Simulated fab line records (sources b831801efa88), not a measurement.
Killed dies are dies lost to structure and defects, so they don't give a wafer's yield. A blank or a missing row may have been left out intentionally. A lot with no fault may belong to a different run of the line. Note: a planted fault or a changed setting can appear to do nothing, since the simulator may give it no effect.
fab line records -- flow sky130
record: lots: 5, wafers: 15, last_day: 50
route steps=708 shown VT_ADJUST_NCORE@123 VT_ADJUST_HVTR@131 PAD_OPEN@708
lots untouched by any fault: they come from a run of this same line in which no faults occurred
start_h: hours from the record's first day to the start of the lot's first wafer shown -- wait_h: hours elapsed since this lot's preceding step -- " same as the row above -- L1.1+2: one row covering several wafers at once -- - either no value or no given start -- * or withheld: withheld -- < > ~ a bound
route shown NAME@n: names a module that has steps shown in the file, with the first one's number in the route -- usual: average and standard deviation across the fault-free wafers -- same: alike in all rows -- chamber/n: place in a boat -- sites: readings site by site -- _std_site: the standard deviation of these -- _edge_site: mean of outer sites minus mean of inner sites -- radius_mm: for every site, how far away it sits from the centre of the wafer -- mask NAME#n: copy n -- behind: the most recent tool/chamber to have shaped the wafer -- hold: reason for holding the lot/hours on hold/outcome of the hold -- device: whichever transistor did not switch (one of n, p or np) -- end of line: tests of these same wafers at the route's end -- step lacking rows: just its recipe -- killed: dies lost to structure and defects at the first sort, not the wafer's yield -- map: dies across one wafer; x = killed, . = not, _ = none there
set.NAME: the setting that was run; set.NAME@STEP: the one run at that earlier step -- model.NAME: the simulator's own value behind a step, which no gauge read
lots at some steps of the route; a table a step, a row a wafer
services: when a tool's chamber went out of use (start_h, in hours from the record's first day, below 0 if earlier), for how many hours, and the reason
== steps ==
step: SKY_VT_ADJUST_NCORE_EXPOSE_04
recipe: mask_id: LVTN_COMPLEMENT_THIN, na: 0.6, source_shape: conventional, sigma_outer: 0.6, polarization: unpolarized, target_cd_nm: 380, dose_mj: 139
step: SKY_VT_ADJUST_NCORE_PEB_05
recipe: temp_c: withheld, time_s: *, resist: NOVOLAK
step: SKY_VT_ADJUST_NCORE_DEVELOP_06
recipe: resist: NOVOLAK, developer: TMAH, develop_time_s: 60, dev_temp_c: 23
step: SKY_VT_ADJUST_NCORE_CD_MEAS_07
recipe: target_cd_nm: 380
usual: cd_nm: 380.1/2.4
lot.wafer,tool,chamber,start_h,wait_h,cd_nm
L962.2,cd_sem-02,-,189.35,0.1,379.3
L962.4,cd_sem-02,-,189.35,0.1,381.4
L962.6,cd_sem-02,-,189.35,0.1,380.5
L966.3,cd_sem-01,-,215.42,0.1,375.4
L966.4,cd_sem-01,-,215.42,0.1,377.3
L966.6,cd_sem-01,-,215.42,0.1,379.2
L982.2,cd_sem-02,-,331.58,0.1,379.5
L982.5,cd_sem-02,-,331.58,0.1,376.7
L982.6,cd_sem-02,-,331.58,0.1,378.5
L983.1,cd_sem-01,-,339.48,0.1,376.3
L983.3,cd_sem-01,-,339.48,0.1,379.6
L983.6,cd_sem-01,-,339.48,0.1,379.3
L984.1,cd_sem-01,-,342.73,0.1,382.5
L984.4,cd_sem-01,-,342.73,0.1,380.2
L984.6,cd_sem-01,-,342.73,0.1,376.6
step: SKY_VT_ADJUST_NCORE_OVL_MEAS_08
usual: VT_ADJUST_NCORE_OVL: -0.4/1.4
lot.wafer,tool,chamber,start_h,wait_h,VT_ADJUST_NCORE_OVL[nm]
L962.2,overlay-02,-,189.45,0.1,0.7
L962.4,overlay-02,-,189.45,0.1,1.4
L962.6,overlay-02,-,189.45,0.1,1.3
L966.3,overlay-02,-,215.51,0.1,-2.1
L966.4,overlay-02,-,215.51,0.1,-1.7
L966.6,overlay-02,-,215.51,0.1,-1.4
L982.2,overlay-01,-,331.68,0.1,-0.4
L982.5,overlay-01,-,331.68,0.1,-0.4
L982.6,overlay-01,-,331.68,0.1,-1.2
L983.1,overlay-01,-,339.60,0.1,-1.4
L983.3,overlay-01,-,339.60,0.1,-0.5
L983.6,overlay-01,-,339.60,0.1,-2.3
L984.1,overlay-02,-,342.85,0.1,0.2
L984.4,overlay-02,-,342.85,0.1,2.3
L984.6,overlay-02,-,342.85,0.1,-2.4
step: SKY_VT_ADJUST_NCORE_IMPLANT_09
recipe: species: B, energy_kev: 10, dose_cm2: 2.4e+12, tilt_deg: withheld
step: SKY_VT_ADJUST_NCORE_STRIP_10
recipe: chemistry: O2/N2, power_w: 1400, pressure_mtorr: 1500, platen_temp_c: withheld, o2_flow_sccm: 3000, n2_flow_sccm: 300, overash_fraction: 0.5
usual: drypump_motor_current_A: 5.7/0.62, oes_product_au: 0.716/0.0047, strip_time_to_endpoint_s: 14.18/0.045
same: overash_fraction: 0.5
lot.wafer,tool,chamber,start_h,wait_h,drypump_motor_current_A,oes_product_au,rf_hours_counter_h,strip_time_to_endpoint_s
L962.2,plasma_asher-01,1,189.63,0.1,4.8,0.707,38,14.18
L962.4,plasma_asher-01,1,189.63,0.1,4.8,0.716,-,14.22
L962.6,plasma_asher-01,0,189.63,0.1,5.2,0.711,-,14.23
L966.3,plasma_asher-04,1,215.71,0.1,5.8,0.719,-,14.17
L966.4,plasma_asher-04,0,215.71,0.1,6.6,0.715,-,14.22
L966.6,plasma_asher-04,1,215.71,0.1,5.8,0.716,-,14.15
L982.2,plasma_asher-01,0,331.86,0.1,5.2,0.713,52,14.20
L982.5,plasma_asher-01,1,331.86,0.1,4.9,0.720,-,14.19
L982.6,plasma_asher-01,0,331.86,0.1,5.2,0.718,-,14.16
L983.1,plasma_asher-04,1,339.78,0.1,5.8,0.707,19,14.23
L983.3,plasma_asher-04,1,339.78,0.1,5.8,0.717,-,14.22
L983.6,plasma_asher-04,0,339.78,0.1,6.6,0.711,-,14.18
L984.1,plasma_asher-04,1,343.03,0.1,5.8,0.715,20,14.16
L984.4,plasma_asher-04,1,343.03,0.1,5.8,0.715,-,14.16
L984.6,plasma_asher-04,1,343.03,0.1,5.8,0.711,-,14.18
step: SKY_VT_ADJUST_NCORE_TW_MEAS_11
usual: VT_ADJUST_NCORE_TW: 217.7/1.6
lot.wafer,tool,chamber,start_h,wait_h,VT_ADJUST_NCORE_TW
L962.2,film_metro-03,-,189.74,0.1,217.3
L962.4,film_metro-03,-,189.74,0.1,216.2
L962.6,film_metro-03,-,189.74,0.1,217.7
L966.3,film_metro-02,-,215.80,0.1,217.1
L966.4,film_metro-02,-,215.80,0.1,216.1
L966.6,film_metro-02,-,215.80,0.1,218.1
L982.2,film_metro-03,-,331.97,0.1,216.9
L982.5,film_metro-03,-,331.97,0.1,217.1
L982.6,film_metro-03,-,331.97,0.1,218.1
L983.1,film_metro-02,-,339.88,0.1,216.5
L983.3,film_metro-02,-,339.88,0.1,216.5
L983.6,film_metro-02,-,339.88,0.1,217.9
L984.1,film_metro-03,-,343.13,0.1,217.1
L984.4,film_metro-03,-,343.13,0.1,217.8
L984.6,film_metro-03,-,343.13,0.1,217.9
step: SKY_VT_ADJUST_HVTR_DEHYDRATE_00
recipe: temp_c: 200, time_s: 60
step: SKY_VT_ADJUST_HVTR_HMDS_01
recipe: prime_time_s: 60, prime_temp_c: 120
step: SKY_VT_ADJUST_HVTR_COAT_02
recipe: resist: NOVOLAK, spin_rpm: 3000, resist_thk_nm: 1140
step: SKY_VT_ADJUST_HVTR_SOFTBAKE_03
recipe: temp_c: 90, time_s: 60, resist: NOVOLAK
step: SKY_VT_ADJUST_HVTR_EXPOSE_04
recipe: mask_id: HVTRM, target_cd_nm: 380, na: 0.6, source_shape: conventional, sigma_outer: 0.6, dose_mj: 150
usual: exposure_dose_mJ_cm2: 149.91/0.15, reticle_temp_C: 22.99/0.097
lot.wafer,tool,chamber,start_h,wait_h,mask,exposure_dose_mJ_cm2,reticle_temp_C
L962.2,iline_stepper-02,0,200.83,-,HVTRM#0,149.98,23.05
L962.4,iline_stepper-02,0,200.83,-,HVTRM#0,150.06,22.99
L962.6,iline_stepper-02,0,200.83,-,HVTRM#0,149.77,22.92
L966.3,iline_stepper-02,0,227.07,-,HVTRM#0,150.04,23.08
L966.4,iline_stepper-02,0,227.07,-,HVTRM#0,150.07,22.97
L966.6,iline_stepper-02,0,227.07,-,HVTRM#0,150.07,23.05
L982.2,iline_stepper-02,0,345.32,-,HVTRM#0,150.53,22.98
L982.5,iline_stepper-02,0,345.32,-,HVTRM#0,150.74,23.01
L982.6,iline_stepper-02,0,345.32,-,HVTRM#0,150.66,22.95
L983.1,iline_stepper-01,0,352.56,-,HVTRM#0,150.10,23.09
L983.3,iline_stepper-01,0,352.56,-,HVTRM#0,149.95,22.90
L983.6,iline_stepper-01,0,352.56,-,HVTRM#0,149.82,23.13
L984.1,iline_stepper-01,0,355.23,-,HVTRM#0,149.86,23.04
L984.4,iline_stepper-01,0,355.23,-,HVTRM#0,149.91,22.97
L984.6,iline_stepper-01,0,355.23,-,HVTRM#0,149.85,22.96
step: SKY_VT_ADJUST_HVTR_PEB_05
recipe: temp_c: withheld, time_s: *, resist: NOVOLAK
step: SKY_PAD_OPEN_PROBE_99
usual: killed_at_M0_to_M3: 42/5.8, killed_at_M4_up: 3.0/2, killed_at_contacts: 24/5.5, killed_at_front_end: 15/3.9, killed_at_other: 0.3/0.54, killed_dies: 85/8.8, killed_open: 47/6.8, killed_short: 38/5.9
same: gross_dies: 492, killed_at_back_side: 0
lot.wafer,tool,chamber,start_h,wait_h,killed_at_M0_to_M3,killed_at_M4_up,killed_at_contacts,killed_at_front_end,killed_at_other,killed_dies,killed_open,killed_short
L962.2,prober-02,-,1088.67,0.1,35,5,23,16,0,79,41,38
L962.4,prober-02,-,1088.77,0.2,44,3,38,19,0,104,54,50
L962.6,prober-02,-,1088.87,0.2,34,0,11,22,0,67,32,35
L966.3,prober-02,-,1120.43,0.2,40,1,18,15,0,74,27,47
L966.4,prober-02,-,1120.48,0.2,48,2,24,25,0,99,48,51
L966.6,prober-02,-,1120.58,0.2,38,1,23,17,0,79,45,34
L982.2,prober-02,-,1197.06,0.1,42,2,27,11,0,82,48,34
L982.5,prober-02,-,1197.21,0.2,42,2,20,14,0,78,36,42
L982.6,prober-02,-,1197.26,0.2,36,5,22,11,0,74,40,33
L984.1,prober-01,-,1201.43,0.1,37,3,16,17,0,73,35,33
L984.4,prober-01,-,1201.58,0.2,33,4,27,11,0,75,33,40
L984.6,prober-01,-,1201.68,0.2,33,6,23,20,0,82,49,32
L983.1,prober-02,-,1204.65,0.1,42,1,37,10,1,91,55,36
L983.3,prober-02,-,1204.75,0.2,39,0,20,18,0,77,35,42
L983.6,prober-02,-,1204.90,0.2,44,1,25,15,0,85,44,39
killed by level:class
L962.2 VIA1:geometric_particle:open=8 FIELD_ISO:geometric_particle:open=7 CONTACT:geometric_particle:open=7 CONTACT:geometric_particle:short=6 LOCAL_INTERCONNECT:geometric_particle:short=5 VIA2:geometric_particle:open=5 VIA3:geometric_particle:open=5 FIELD_ISO:geometric_particle:short=4
L962.4 VIA1:geometric_particle:open=13 CONTACT:geometric_particle:open=13 LI_CONTACT:geometric_particle:open=8 LOCAL_INTERCONNECT:geometric_particle:short=7 METAL1:geometric_particle:short=6 VIA3:geometric_particle:open=6 CONTACT:geometric_particle:short=6 METAL2:geometric_particle:short=5
L962.6 VIA1:geometric_particle:open=12 POLY_GATE:geometric_particle:short=6 FIELD_ISO:geometric_particle:short=5 CONTACT:geometric_particle:short=5 METAL1:geometric_particle:short=5 METAL2:geometric_particle:short=5 POLY_GATE:geometric_particle:open=4 FIELD_ISO:geometric_particle:open=3
L966.3 FIELD_ISO:geometric_particle:short=9 METAL2:geometric_particle:short=7 METAL1:geometric_particle:short=7 CONTACT:geometric_particle:short=5 VIA1:geometric_particle:open=5 VIA2:geometric_particle:short=5 LI_CONTACT:geometric_particle:open=4 CONTACT:geometric_particle:open=4
L966.4 VIA2:geometric_particle:open=9 VIA1:geometric_particle:open=8 VIA1:geometric_particle:short=7 POLY_GATE:geometric_particle:open=6 CONTACT:geometric_particle:open=6 CONTACT:geometric_particle:short=6 VIA3:geometric_particle:open=6 LOCAL_INTERCONNECT:geometric_particle:short=5
L966.6 VIA1:geometric_particle:open=9 VIA3:geometric_particle:open=8 FIELD_ISO:geometric_particle:open=6 LOCAL_INTERCONNECT:geometric_particle:short=6 CONTACT:geometric_particle:open=6 VIA1:geometric_particle:short=6 POLY_GATE:geometric_particle:open=5 CONTACT:geometric_particle:short=5
L982.2 LI_CONTACT:geometric_particle:open=11 VIA1:geometric_particle:open=10 VIA2:geometric_particle:open=7 LI_CONTACT:geometric_particle:short=5 VIA2:geometric_particle:short=5 VIA3:geometric_particle:open=5 FIELD_ISO:geometric_particle:open=4 LOCAL_INTERCONNECT:geometric_particle:short=4
L982.5 METAL2:geometric_particle:short=10 VIA2:geometric_particle:open=9 CONTACT:geometric_particle:open=6 METAL1:geometric_particle:short=6 VIA1:geometric_particle:open=6 FIELD_ISO:geometric_particle:short=5 CONTACT:geometric_particle:short=5 POLY_GATE:geometric_particle:open=4
L982.6 LI_CONTACT:geometric_particle:open=8 CONTACT:geometric_particle:open=8 VIA1:geometric_particle:open=6 VIA3:geometric_particle:open=6 CONTACT:geometric_particle:short=5 METAL1:geometric_particle:short=5 FIELD_ISO:geometric_particle:open=4 METAL2:geometric_particle:short=4
L984.1 VIA1:geometric_particle:open=12 VIA1:geometric_particle:short=8 FIELD_ISO:geometric_particle:open=5 NWELL:coat_microbubble_printed=5 METAL2:geometric_particle:short=5 FIELD_ISO:geometric_particle:short=4 LI_CONTACT:geometric_particle:open=4 CONTACT:geometric_particle:short=4
L984.4 CONTACT:geometric_particle:open=7 LI_CONTACT:geometric_particle:open=6 VIA1:geometric_particle:open=6 LI_CONTACT:geometric_particle:short=5 CONTACT:geometric_particle:short=5 METAL1:geometric_particle:short=5 METAL2:geometric_particle:short=5 METAL4:geometric_particle:short=4
L984.6 LI_CONTACT:geometric_particle:open=10 VIA1:geometric_particle:open=10 CONTACT:geometric_particle:open=8 FIELD_ISO:geometric_particle:open=7 METAL2:geometric_particle:short=7 METAL4:geometric_particle:short=5 FIELD_ISO:geometric_particle:short=4 VIA2:geometric_particle:open=4
L983.1 CONTACT:geometric_particle:open=13 VIA3:geometric_particle:open=10 LI_CONTACT:geometric_particle:open=8 LOCAL_INTERCONNECT:geometric_particle:short=7 VIA1:geometric_particle:open=7 FIELD_ISO:geometric_particle:short=5 LOCAL_INTERCONNECT:geometric_particle:open=4 CONTACT:geometric_particle:short=4
L983.3 CONTACT:geometric_particle:open=10 METAL1:geometric_particle:short=8 VIA1:geometric_particle:open=7 FIELD_ISO:geometric_particle:short=6 VIA1:geometric_particle:short=6 LI_CONTACT:geometric_particle:open=5 METAL2:geometric_particle:short=5 FIELD_ISO:geometric_particle:open=4
L983.6 VIA1:geometric_particle:open=12 CONTACT:geometric_particle:open=11 LOCAL_INTERCONNECT:geometric_particle:short=6 METAL2:geometric_particle:short=6 METAL3:geometric_particle:short=5 CONTACT:geometric_particle:short=4 VIA2:geometric_particle:open=4 FIELD_ISO:geometric_particle:short=3
== services ==
tool,chamber,start_h,hours,kind
iline_stepper-01,-,218.87,4.2,repair
iline_stepper-02,-,229.09,4.6,repair
plasma_asher-04,-,264.38,10.5,repair
iline_stepper-01,-,266.06,8.9,pm
iline_stepper-02,0,302.62,-,calibration
plasma_asher-04,-,330.09,4.3,pm
== key ==
first_sign: step: SKY_VT_ADJUST_HVTR_EXPOSE_04, reading: exposure_dose_mJ_cm2, direction: up, sigmas: 4.9, usual: *, struck: *
effect none on later readings
met_at SKY_VT_ADJUST_HVTR_EXPOSE_04
struck_wafers L982.2,L982.5,L982.6
tester_left_out L982
loop_trim: step: SKY_VT_ADJUST_HVTR_EXPOSE_04, setting: dose, lots: L982
onset_between 227.07 345.32
fault: kind: process_parameter_drift, tool: iline_stepper-02, chamber: -, onset_h: 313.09, steps: SKY_VT_ADJUST_HVTR_EXPOSE_04, channel: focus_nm, offset: 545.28, spread_by_wafer: 0.3, shape: step, end_h: 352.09
tester_left_out: of these lots the tester's yield and bins aren't shown, on N5 and GAA mostly nor the transistor test; their killed dies are dies lost to structure and defects alone, not to doping, threshold or leakage, so they don't give the yield
loop_trim: a control loop set the setting to another value than it would have without faults
